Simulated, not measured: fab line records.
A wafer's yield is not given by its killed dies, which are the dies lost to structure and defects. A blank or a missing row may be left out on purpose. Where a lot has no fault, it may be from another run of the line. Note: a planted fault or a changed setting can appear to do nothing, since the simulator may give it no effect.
Which tool is to blame? ; flow sky130 ; 14 lots with 42 wafers sampled at 6 steps, on a route of 708 steps

WHAT THE GAUGES SHOWED, per wafer
SKY_VT_ADJUST_PCH_TW_MEAS_10. Usual: VT_ADJUST_PCH_TW typically reads 142.0, with standard deviation 1.8.
lot;measured;on;VT_ADJUST_PCH_TW;flag
L275;day 11 01:40;film metro-02;143.7 144.1 145.1;
L276;day 11 17:58;film metro-03;141.3 141.3 141.1;
L277;day 11 23:05;film metro-03;140.3 141.3 140.7;
L282;day 13 04:26;film metro-02;30.0 30.0 30.4;OFF
L283;day 13 15:14;film metro-01;29.7 29.7 29.7;OFF
L286;day 14 10:00;film metro-02;142.6 143.7 143.1;
L287;day 14 12:43;film metro-01;141.0 141.5 139.9;
L288;day 14 20:50;film metro-02;143.9 143.0 143.2;
L290;day 15 20:10;film metro-03;141.1 141.2 141.3;
L291;day 16 07:23;film metro-01;141.1 140.9 141.6;
L293;day 16 19:22;film metro-02;143.7 144.5 144.5;
L294;day 17 05:44;film metro-02;143.6 143.8 143.4;
L295;day 17 13:28;film metro-03;140.5 140.9 139.9;
L296;day 17 18:05;film metro-03;140.7 140.4 140.6;

SKY_LDD_HVN_TW_MEAS_10. Usual: LDD_HVN_TW typically reads 1414, with standard deviation 14.
lot;measured;on;LDD_HVN_TW;flag
L275;day 21 11:44;film metro-03;1406 1406 1411;
L276;day 22 07:35;film metro-01;1411 1413 1418;
L277;day 22 07:13;film metro-03;1407 1399 1404;
L282;day 23 19:46;film metro-03;1402 1416 1410;
L283;day 24 02:52;film metro-02;1441 1446 1442;
L286;day 24 20:34;film metro-03;1409 1410 1417;
L287;day 25 00:29;film metro-01;1401 1409 1410;
L288;day 25 09:08;film metro-01;1401 1410 1403;
L290;day 26 11:50;film metro-01;1403 1406 1413;
L291;day 26 23:17;film metro-01;1398 1415 1410;
L293;day 27 10:38;film metro-02;1438 1433 1439;
L294;day 28 01:38;film metro-03;1409 1417 1413;
L295;day 28 04:13;film metro-01;1402 1395 1394;
L296;day 28 07:41;film metro-03;1407 1412 1415;

SKY_LI_CONTACT_CD_MEAS_12: target cd 170 nm. Usual: 169.6 nm for cd nm, sd 1.5.
lot;measured;on;cd nm (nm);flag
L275;day 30 01:45;cd sem-02;166.8 167.1 167.9;
L276;day 30 23:12;cd sem-02;170.6 170.3 169.3;
L277;day 30 22:03;cd sem-01;170.5 171.8 170.0;
L282;day 32 07:08;cd sem-02;168.8 168.4 166.9;
L283;day 32 11:53;cd sem-02;169.0 169.4 170.2;
L286;day 33 05:19;cd sem-02;171.0 170.1 170.7;
L287;day 33 09:20;cd sem-02;170.5 171.3 170.4;
L288;day 33 13:50;cd sem-01;170.5 169.3 170.7;
L290;day 35 01:15;cd sem-02;169.1 169.1 171.1;
L291;day 35 03:06;cd sem-01;166.0 166.1 166.1;
L293;day 35 10:06;cd sem-02;169.2 168.7 169.6;
L294;day 36 03:09;cd sem-01;169.8 169.9 169.8;
L295;day 36 06:00;cd sem-02;169.7 169.6 170.3;
L296;day 36 07:44;cd sem-01;168.7 169.8 169.8;

EACH LOT AND THE TOOL THAT RAN IT (in order: tool; ch and the chambers of the sampled wafers; start)
lot;SKY_VT_ADJUST_HVTR_STRIP_10;SKY_VT_ADJUST_PCH_STRIP_09;SKY_SD_P_STRIP_10
L275;plasma asher-04 ch 0,1, day 10 02:13;plasma asher-04 ch 0,1, day 11 01:34;plasma asher-03 ch 0,1, day 26 12:05
L276;plasma asher-04 ch 1, day 10 19:23;plasma asher-04 ch 0,1, day 11 17:52;plasma asher-03 ch 0,1, day 27 08:35
L277;plasma asher-03 ch 0,1, day 11 00:22;plasma asher-01 ch 0,1, day 11 22:59;plasma asher-04 ch 0,1, day 27 08:17
L282;plasma asher-02 ch 0,1, day 12 03:29;plasma asher-02 ch 0,1, day 13 04:20;plasma asher-02 ch 0,1, day 28 18:29
L283;plasma asher-04 ch 0,1, day 12 14:56;plasma asher-02 ch 0,1, day 13 15:08;plasma asher-02 ch 0,1, day 29 00:38
L286;plasma asher-02 ch 0,1, day 13 09:35;plasma asher-02 ch 0,1, day 14 09:54;plasma asher-04 ch 0,1, day 29 17:54
L287;plasma asher-04 ch 0,1, day 13 12:05;plasma asher-02 ch 0,1, day 14 12:37;plasma asher-02 ch 0,1, day 29 21:51
L288;plasma asher-03 ch 0,1, day 13 20:15;plasma asher-02 ch 0,1, day 14 20:44;plasma asher-02 ch 0,1, day 30 03:00
L290;plasma asher-02 ch 0,1, day 14 17:50;plasma asher-02 ch 0,1, day 15 20:04;plasma asher-03 ch 0, day 31 14:51
L291;plasma asher-04 ch 0,1, day 15 03:38;plasma asher-04 ch 0,1, day 16 07:17;plasma asher-04 ch 0,1, day 31 16:59
L293;plasma asher-02 ch 1, day 15 15:24;plasma asher-01 ch 0,1, day 16 19:16;plasma asher-02 ch 0,1, day 32 03:15
L294;plasma asher-03 ch 0,1, day 16 00:57;plasma asher-04 ch 0,1, day 17 05:38;plasma asher-04 ch 0,1, day 32 18:00
L295;plasma asher-04 ch 0,1, day 16 08:31;plasma asher-02 ch 0,1, day 17 13:22;plasma asher-04 ch 0,1, day 32 21:16
L296;plasma asher-04 ch 0,1, day 16 12:45;plasma asher-01 ch 0,1, day 17 17:59;plasma asher-02 ch 0,1, day 32 21:53
- SKY_VT_ADJUST_HVTR_STRIP_10: strips in O2/N2.
- SKY_VT_ADJUST_PCH_STRIP_09: strips in O2/N2.
- SKY_SD_P_STRIP_10: strips in O2/N2.

AS READ BY THE TOOLS THEMSELVES (means over the sampled wafers that have a number; for cases with no such wafer, the mark the record gives instead)
SKY_VT_ADJUST_HVTR_STRIP_10. Usual: chamber pressure mTorr 1500.1 mTorr, standard deviation 1.4; drypump motor current A 5.7 A, standard deviation 0.6; oes product au 0.715 a.u., standard deviation 0.0045; strip time to endpoint s 14.19 s, standard deviation 0.038.
lot;tool;chamber pressure mTorr (mTorr);drypump motor current A (A);oes product au (a.u.);strip time to endpoint s (s);flag
L275;plasma asher-04;1499.6;6.2;0.717;14.17;
L276;plasma asher-04;1500.5;6.5;0.716;14.22;
L277;plasma asher-03;1500.8;5.1;0.716;14.16;
L282;plasma asher-02;-;-;-;-;OFF
L283;plasma asher-04;-;-;-;-;OFF
L286;plasma asher-02;1500.2;5.5;0.715;14.18;
L287;plasma asher-04;1499.3;6.3;0.711;14.16;
L288;plasma asher-03;1499.0;5.5;0.714;14.18;
L290;plasma asher-02;1501.5;5.5;0.711;14.14;
L291;plasma asher-04;1499.6;6.4;0.716;14.21;
L293;plasma asher-02;1500.6;5.3;0.713;14.19;
L294;plasma asher-03;1500.5;5.5;0.716;14.18;
L295;plasma asher-04;1498.7;6.2;0.711;14.17;
L296;plasma asher-04;1499.4;6.2;0.716;14.25;

SKY_VT_ADJUST_PCH_STRIP_09. Usual: chamber pressure mTorr 1500.1 mTorr, standard deviation 1.3; drypump motor current A 5.7 A, standard deviation 0.43; oes product au 0.723 a.u., standard deviation 0.0043; strip time to endpoint s 36.90 s, standard deviation 0.097.
lot;tool;chamber pressure mTorr (mTorr);drypump motor current A (A);oes product au (a.u.);strip time to endpoint s (s);flag
L275;plasma asher-04;1500.0;6.3;0.723;36.92;
L276;plasma asher-04;1501.3;6.2;0.723;36.94;
L277;plasma asher-01;1501.9;5.8;0.726;36.92;
L282;plasma asher-02;1500.1;5.4;0.730;53.81;OFF
L283;plasma asher-02;1499.7;5.5;0.726;53.59;OFF
L286;plasma asher-02;1500.1;5.5;0.720;36.85;
L287;plasma asher-02;1500.4;5.5;0.720;36.93;
L288;plasma asher-02;1500.1;5.5;0.720;36.88;
L290;plasma asher-02;1500.1;5.4;0.726;36.99;
L291;plasma asher-04;1501.2;6.3;0.724;36.85;
L293;plasma asher-01;1500.1;5.5;0.723;36.93;
L294;plasma asher-04;1499.7;6.2;0.724;36.94;
L295;plasma asher-02;1501.5;5.4;0.724;36.87;
L296;plasma asher-01;1499.9;5.8;0.722;36.88;

SKY_SD_P_STRIP_10. Usual: chamber pressure mTorr 1499.9 mTorr, standard deviation 1.4; drypump motor current A 5.7 A, standard deviation 0.56; oes product au 0.617 a.u., standard deviation 0.005; strip time to endpoint s 17.50 s, standard deviation 0.045.
lot;tool;chamber pressure mTorr (mTorr);drypump motor current A (A);oes product au (a.u.);strip time to endpoint s (s);flag
L275;plasma asher-03;1500.2;5.1;0.616;17.52;
L276;plasma asher-03;1500.5;5.1;0.619;17.52;
L277;plasma asher-04;1500.9;6.3;0.615;17.48;
L282;plasma asher-02;1499.9;5.4;0.617;17.46;
L283;plasma asher-02;1498.8;5.5;0.618;17.52;
L286;plasma asher-04;1500.4;6.3;0.613;17.46;
L287;plasma asher-02;1500.4;5.4;0.614;17.48;
L288;plasma asher-02;1498.9;5.4;0.616;17.45;
L290;plasma asher-03;1501.4;4.7;0.618;17.49;
L291;plasma asher-04;1500.7;6.4;0.615;17.45;
L293;plasma asher-02;1500.0;5.5;0.617;17.60;
L294;plasma asher-04;1499.2;6.3;0.615;17.50;
L295;plasma asher-04;1500.1;6.2;0.617;17.52;
L296;plasma asher-02;1498.5;5.3;0.619;17.45;

THE ANSWER, worked out from the rows above alone
Rule: a lot counts as off when the mean over its wafers that have a number is more than 3 standard deviations away from the usual mean. A lot without any number at a reading at which 4 lots or more have one is off too. All remaining lots with rows at the step are treated as sound. The gauges are gone through in route order, then the tools' own readings, and for those a lot's mean is taken as printed above. At the first step where some lot is off, the reading lying furthest off is the one used; lots without a number count as furthest.
Off: at SKY_VT_ADJUST_PCH_TW_MEAS_10 (VT_ADJUST_PCH_TW), L282, L283.
If a tool, at a process step before that reading, ran all the lots that are off and no sound lot after the first of them, it fits. Not tried: the gauges at SKY_VT_ADJUST_PCH_TW_MEAS_10; whatever is off there is also off at SKY_VT_ADJUST_HVTR_STRIP_10, on other tools, and gauge error can't account for it. No candidate that was tried fits.

WHAT THE SIMULATOR HAD INSERTED
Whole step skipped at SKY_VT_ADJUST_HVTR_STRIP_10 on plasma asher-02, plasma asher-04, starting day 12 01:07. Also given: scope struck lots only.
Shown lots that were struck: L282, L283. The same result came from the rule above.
